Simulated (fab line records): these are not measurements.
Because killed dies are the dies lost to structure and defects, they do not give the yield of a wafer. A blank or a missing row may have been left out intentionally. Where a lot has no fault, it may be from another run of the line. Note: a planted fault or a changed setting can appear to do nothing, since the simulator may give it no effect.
Which tool did it? -- flow sky130 -- Sampling: 12 lots, 36 wafers, 6 of 708 route steps

## WHAT THE GAUGES READ, wafer by wafer
SKY_LDD_LDN_OVL_MEAS_07.
lot,measured,on,LDD_LDN_OVL (nm)
L193,day 23 06:19,overlay-01,-1.4 -1.5 -0.5
L196,day 24 13:23,overlay-02,-0.6 0.4 -1.2
L198,day 25 13:16,overlay-01,- - -
L199,day 25 18:52,overlay-02,1.1 3.1 0.2
L207,day 29 04:25,overlay-01,0.0 -0.3 -0.9
L209,day 29 05:50,overlay-02,0.0 2.0 1.0
L206,day 29 08:44,overlay-02,-0.9 -2.1 -2.0
L210,day 29 12:07,overlay-02,-1.7 -1.6 -2.7
L211,day 29 17:52,overlay-02,-1.6 -0.6 -2.3
L213,day 30 04:59,overlay-02,0.1 1.2 0.8
L214,day 30 19:34,overlay-01,-0.7 0.0 -0.8
L215,day 30 22:11,overlay-01,-1.9 -0.4 -0.8

SKY_LDD_LDN_TW_MEAS_13.
lot,measured,on,LDD_LDN_TW
L193,day 23 07:04,film-metro-02,1490 1501 1493
L196,day 24 14:07,film-metro-04,1478 1485 1482
L198,day 25 14:01,film-metro-01,30 30 30
L199,day 25 19:37,film-metro-04,1495 1497 1493
L207,day 29 05:10,film-metro-02,1499 1496 1498
L209,day 29 06:34,film-metro-04,1484 1493 1495
L206,day 29 09:28,film-metro-01,1488 1490 1480
L210,day 29 12:52,film-metro-04,1489 1491 1492
L211,day 29 18:37,film-metro-02,1494 1497 1489
L213,day 30 05:44,film-metro-04,1490 1487 1479
L214,day 30 20:19,film-metro-02,1501 1493 1498
L215,day 30 22:55,film-metro-01,1476 1488 1489

SKY_CONTACT_CD_MEAS_14: target cd 170 nm.
lot,measured,on,cd-nm (nm)
L193,day 31 21:28,cd-sem-02,171.4 171.8 171.5
L196,day 33 02:53,cd-sem-02,171.1 169.8 169.3
L198,day 33 23:52,cd-sem-01,170.1 169.4 170.5
L199,day 34 05:05,cd-sem-02,174.2 171.9 172.2
L207,day 37 08:44,cd-sem-01,169.0 170.1 169.8
L209,day 37 09:34,cd-sem-02,172.2 171.8 171.7
L206,day 37 12:32,cd-sem-01,170.7 170.8 170.5
L210,day 37 17:29,cd-sem-02,168.7 168.2 167.9
L211,day 37 18:59,cd-sem-01,171.1 171.0 172.1
L213,day 38 06:02,cd-sem-01,168.7 167.7 166.9
L214,day 38 20:44,cd-sem-01,167.8 168.5 168.0
L215,day 38 21:56,cd-sem-01,170.4 168.9 171.5

SKY_VIA2_THK_MEAS_01.
lot,measured,on,VIA2_HDPCVD_THK (nm)
L193,day 35 10:57,film-metro-01,1188 1186 1194
L196,day 36 15:31,film-metro-04,1159 1170 1158
L198,day 37 12:37,film-metro-04,1205 1182 1177
L199,day 37 17:45,film-metro-04,1174 1163 1161
L207,day 40 17:36,film-metro-01,1150 1187 1170
L209,day 40 18:36,film-metro-04,1166 1192 1167
L206,day 40 21:18,film-metro-04,1187 1199 1170
L210,day 41 02:48,film-metro-04,1183 1172 1183
L211,day 41 03:42,film-metro-02,1177 1187 1161
L213,day 41 13:28,film-metro-02,1174 1188 1178
L214,day 42 04:45,film-metro-02,1182 1177 1163
L215,day 42 06:33,film-metro-01,1173 1173 1168

## WHICH TOOL RAN EACH LOT (tool, then ch and the chambers of the sampled wafers, then the start)
lot,SKY_LDD_LDN_EXPOSE_04,SKY_CONTACT_ETCH_16
L193,"iline-stepper-01 ch 0, day 22 14:41","rie-diel-04 ch 0,1,3, day 31 21:38"
L196,"iline-stepper-02 ch 0, day 23 22:14","rie-diel-04 ch 1,2,3, day 33 03:02"
L198,"iline-stepper-01 ch 0, day 24 22:55","rie-diel-03 ch 0,1, day 34 00:02"
L199,"iline-stepper-01 ch 0, day 25 03:52","rie-diel-04 ch 0,2,3, day 34 05:15"
L207,"iline-stepper-02 ch 0, day 28 14:48","rie-diel-03 ch 1,3, day 37 08:54"
L209,"iline-stepper-01 ch 0, day 28 16:13","rie-diel-02 ch 2,3, day 37 09:42"
L206,"iline-stepper-01 ch 0, day 28 18:25","rie-diel-02 ch 1,3, day 37 12:42"
L210,"iline-stepper-02 ch 0, day 28 22:19","rie-diel-02 ch 2,3, day 37 17:38"
L211,"iline-stepper-02 ch 0, day 29 04:13","rie-diel-03 ch 0,1,3, day 37 19:08"
L213,"iline-stepper-01 ch 0, day 29 15:06","rie-diel-03 ch 0,3, day 38 06:08"
L214,"iline-stepper-01 ch 0, day 30 05:55","rie-diel-02 ch 0,1,3, day 38 20:54"
L215,"iline-stepper-01 ch 0, day 30 08:35","rie-diel-03 ch 0,1, day 38 22:05"
- SKY_LDD_LDN_EXPOSE_04: exposes mask LDNTM, target cd 700 nm.
- SKY_CONTACT_ETCH_16: etches BARC in N2/H2, stops on SiO2, time 45.9 s, target depth 60 nm.

## WHAT THE TOOLS THEMSELVES READ (means of the sampled wafers that have a number; where no wafer has one, the mark that the record gives instead)
SKY_CONTACT_ETCH_16.
lot,tool,drypump-motor-current-A (A),oes-product-au (a.u.),throttle-valve-pct (%)
L193,rie-diel-04,5.2,0.851,13.221
L196,rie-diel-04,5.3,0.854,13.212
L198,rie-diel-03,5.7,0.851,13.225
L199,rie-diel-04,5.1,0.855,13.223
L207,rie-diel-03,5.4,0.855,13.226
L209,rie-diel-02,6.1,0.857,13.225
L206,rie-diel-02,5.8,0.853,13.223
L210,rie-diel-02,6.1,0.855,13.219
L211,rie-diel-03,5.6,0.859,13.222
L213,rie-diel-03,5.7,0.857,13.227
L214,rie-diel-02,5.8,0.860,13.227
L215,rie-diel-03,5.6,0.853,13.231

## THE ANSWER, worked out from the rows above alone
Rule: what is usual is taken from the lots themselves. Put in order of their means at a reading, lots are off if they are a third of the lots or fewer, leave a main group of 4 or more, and stand apart from it by a gap of 3 or more times the standard deviation of the main group's means; of several such gaps the widest counts. A main group whose means are all the same, to the digits that the tables above print for the reading, isn't used. A lot without any number at a reading at which 4 lots or more have one is off too. Where the step has rows for the other lots, those lots are counted as sound. Order of review: gauges by route order, followed by the tools' own readings, for which a lot's mean as printed above is used. The first step at which some lot is off is used, and at that step the reading that is off furthest; a lot without a number counts as furthest.
Off: L198, seen at SKY_LDD_LDN_OVL_MEAS_07 (LDD_LDN_OVL). Without a number there: L198. Main group: mean -0.5 nm, sd 1.1.
A tool fits if, at a process step before that reading, it ran every lot that is off, and no sound lot after the first of them. The gauges at SKY_LDD_LDN_OVL_MEAS_07 aren't tried: what is off there is off at SKY_LDD_LDN_TW_MEAS_13 too, on other tools, and a gauge's error can't cause that. Not one of the candidates tried fits.

## WHAT WAS PUT IN BY THE SIMULATOR
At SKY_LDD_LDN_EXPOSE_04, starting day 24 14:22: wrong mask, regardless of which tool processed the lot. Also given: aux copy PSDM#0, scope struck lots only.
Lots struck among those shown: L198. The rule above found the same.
